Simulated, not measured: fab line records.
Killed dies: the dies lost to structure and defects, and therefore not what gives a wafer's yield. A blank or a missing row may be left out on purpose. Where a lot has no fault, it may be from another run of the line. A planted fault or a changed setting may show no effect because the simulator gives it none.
The tool behind it: which one? ; flow gf180mcu ; 14 lots, 42 wafers sampled, at 5 steps of a route of 602

== WHAT THE GAUGES READ, wafer by wafer ==
GF_PSD_RS_MEAS_14: the measuring method here is four-point-probe. Usual: for NSD_RS the level is 46.17 ohm/sq and the standard deviation is 0.086.
lot;measured;on;NSD_RS (ohm/sq);flag
L771;day 14 00:38;filmMetro-03;46.12 46.16 46.14;
L774;day 15 04:13;filmMetro-03;46.17 46.26 46.22;
L775;day 15 09:34;filmMetro-01;46.16 45.98 46.03;
L777;day 16 09:49;filmMetro-02;46.31 46.22 46.37;
L778;day 16 15:50;filmMetro-02;46.19 46.04 46.03;
L781;day 17 22:28;filmMetro-02;46.05 46.29 46.15;
L782;day 18 03:54;filmMetro-03;- - -;OFF
L783;day 18 10:13;filmMetro-02;- - -;OFF
L784;day 18 21:22;filmMetro-03;46.15 46.24 46.10;
L788;day 20 11:40;filmMetro-03;46.20 46.29 46.20;
L790;day 21 01:40;filmMetro-01;46.22 46.09 46.02;
L789;day 21 03:57;filmMetro-02;46.26 46.05 46.26;
L791;day 21 08:16;filmMetro-03;46.13 46.10 46.23;
L794;day 22 09:00;filmMetro-02;46.22 46.21 46.18;

GF_V1_OVL_MEAS_15. Usual: for V1_OVL the level is -1 nm and the standard deviation is 5.2.
lot;measured;on;V1_OVL (nm);flag
L771;day 17 20:15;overlay-02;-3 -2 4;
L774;day 19 04:29;overlay-01;2 14 5;
L775;day 19 09:59;overlay-01;-4 -7 -9;
L777;day 20 14:11;overlay-01;-8 10 -1;
L778;day 20 19:35;overlay-02;-9 1 0;
L781;day 22 03:50;overlay-02;-11 -9 -13;
L784;day 23 00:59;overlay-02;-6 2 2;
L788;day 24 12:59;overlay-01;5 1 3;
L790;day 25 02:04;overlay-02;-3 0 -3;
L789;day 25 03:11;overlay-02;-5 4 2;
L791;day 25 06:56;overlay-02;-4 2 -2;
L794;day 26 06:02;overlay-02;6 4 13;

GF_V2_THK_MEAS_01. Usual: for V2_CVD_00_THK the level is 597 nm and the standard deviation is 4.9.
lot;measured;on;V2_CVD_00_THK (nm);flag
L771;day 18 23:08;filmMetro-03;592 605 599;
L774;day 20 06:37;filmMetro-01;598 603 600;
L775;day 20 12:56;filmMetro-04;592 601 601;
L777;day 21 16:44;filmMetro-01;590 595 599;
L778;day 21 22:16;filmMetro-03;603 596 599;
L781;day 23 05:14;filmMetro-03;597 594 586;
L784;day 24 02:06;filmMetro-01;600 597 603;
L788;day 25 13:07;filmMetro-04;582 589 598;
L790;day 26 01:40;filmMetro-01;602 603 603;
L789;day 26 02:09;filmMetro-01;601 600 604;
L791;day 26 06:49;filmMetro-04;587 588 590;
L794;day 27 05:39;filmMetro-03;600 596 601;

== WHAT TOOL EACH LOT RAN ON (gives the tool, then ch and the chambers of the sampled wafers, and finally the start) ==
lot;GF_PSD_RTA_13;GF_M2_SPUTTER_00
L771;rtpAnneal-02 ch 0, day 14 00:32;pvdSputter-02, day 17 21:53
L774;rtpAnneal-01 ch 0, day 15 04:08;pvdSputter-03, day 19 05:52
L775;rtpAnneal-02 ch 0, day 15 09:29;pvdSputter-02, day 19 11:30
L777;rtpAnneal-01 ch 0, day 16 09:43;pvdSputter-04, day 20 15:35
L778;rtpAnneal-02 ch 0, day 16 15:44;pvdSputter-03, day 20 21:04
L781;rtpAnneal-02 ch 0, day 17 22:23;pvdSputter-04, day 22 05:14
L782;rtpAnneal-01, day 18 03:49;-
L783;rtpAnneal-02, day 18 10:08;-
L784;rtpAnneal-02 ch 0, day 18 21:17;pvdSputter-04, day 23 02:32
L788;rtpAnneal-02 ch 0, day 20 11:34;pvdSputter-02, day 24 14:22
L790;rtpAnneal-01 ch 0, day 21 01:34;pvdSputter-03, day 25 03:31
L789;rtpAnneal-02 ch 0, day 21 03:51;pvdSputter-04, day 25 04:35
L791;rtpAnneal-01 ch 0, day 21 08:11;pvdSputter-03, day 25 08:21
L794;rtpAnneal-01 ch 0, day 22 08:55;pvdSputter-03, day 26 07:32
- GF_PSD_RTA_13: time 20 s.
- GF_M2_SPUTTER_00: material Ti, target thk 37.5 nm, time 150 s.

== WHAT THE TOOLS THEMSELVES READ (means of the sampled wafers that have a number; where no wafer has one, the mark that the record gives instead) ==
GF_PSD_RTA_13. Usual: annealTempCMax 1030.7, standard deviation 1.7; chamberO2Ppm 1.996, standard deviation 0.023; lampPowerPct 34 %, standard deviation 5.3; wafer_temp_C_max 1029.9, standard deviation 1.4.
lot;tool;annealTempCMax;chamberO2Ppm;lampPowerPct (%);wafer_temp_C_max;flag
L771;rtpAnneal-02;1031.1;1.994;29;1031.5;
L774;rtpAnneal-01;1029.4;1.952;40;1029.0;
L775;rtpAnneal-02;1031.9;1.977;29;1031.7;
L777;rtpAnneal-01;1027.9;1.975;40;1028.4;
L778;rtpAnneal-02;1031.4;1.980;29;1030.9;
L781;rtpAnneal-02;1032.2;2.021;29;1030.9;
L782;rtpAnneal-01;-;-;-;-;OFF
L783;rtpAnneal-02;-;-;-;-;OFF
L784;rtpAnneal-02;1032.4;1.987;29;1031.1;
L788;rtpAnneal-02;1031.5;2.026;29;1030.1;
L790;rtpAnneal-01;1029.9;1.996;40;1029.0;
L789;rtpAnneal-02;1033.0;1.990;29;1030.2;
L791;rtpAnneal-01;1028.7;2.012;40;1029.1;
L794;rtpAnneal-01;1029.7;1.977;40;1028.1;

GF_M2_SPUTTER_00. Usual: throttleValvePct at 30.2 %, with a standard deviation of 1.4.
lot;tool;throttleValvePct (%);flag
L771;pvdSputter-02;29.6;
L774;pvdSputter-03;30.3;
L775;pvdSputter-02;30.4;
L777;pvdSputter-04;29.8;
L778;pvdSputter-03;31.2;
L781;pvdSputter-04;30.7;
L784;pvdSputter-04;28.7;
L788;pvdSputter-02;29.8;
L790;pvdSputter-03;30.9;
L789;pvdSputter-04;29.6;
L791;pvdSputter-03;31.6;
L794;pvdSputter-03;30.6;

== THE ANSWER, worked out from the rows above alone ==
Rule: a lot is off if the mean of its wafers that have a number lies more than 3 standard deviations from the usual mean. Also off: a lot with no number at a reading for which 4 or more lots have one. Any other lot the step has rows for is counted as sound. After the gauges, taken in route order, come the tools' own readings; for these a lot's mean is taken, as printed above. At the first step where some lot is off, the reading lying furthest off is the one used; lots without a number count as furthest.
Off: L782, L783, seen at GF_PSD_RS_MEAS_14 (NSD_RS). Without a number there: L782, L783.
If a tool, at a process step before that reading, ran all the lots that are off and no sound lot after the first of them, it fits. The gauges at GF_PSD_RS_MEAS_14 aren't tried: what is off there is off at GF_PSD_RTA_13 too, on other tools, and a gauge's error can't cause that. Of those tried, none fits.

== WHAT WAS PUT IN BY THE SIMULATOR ==
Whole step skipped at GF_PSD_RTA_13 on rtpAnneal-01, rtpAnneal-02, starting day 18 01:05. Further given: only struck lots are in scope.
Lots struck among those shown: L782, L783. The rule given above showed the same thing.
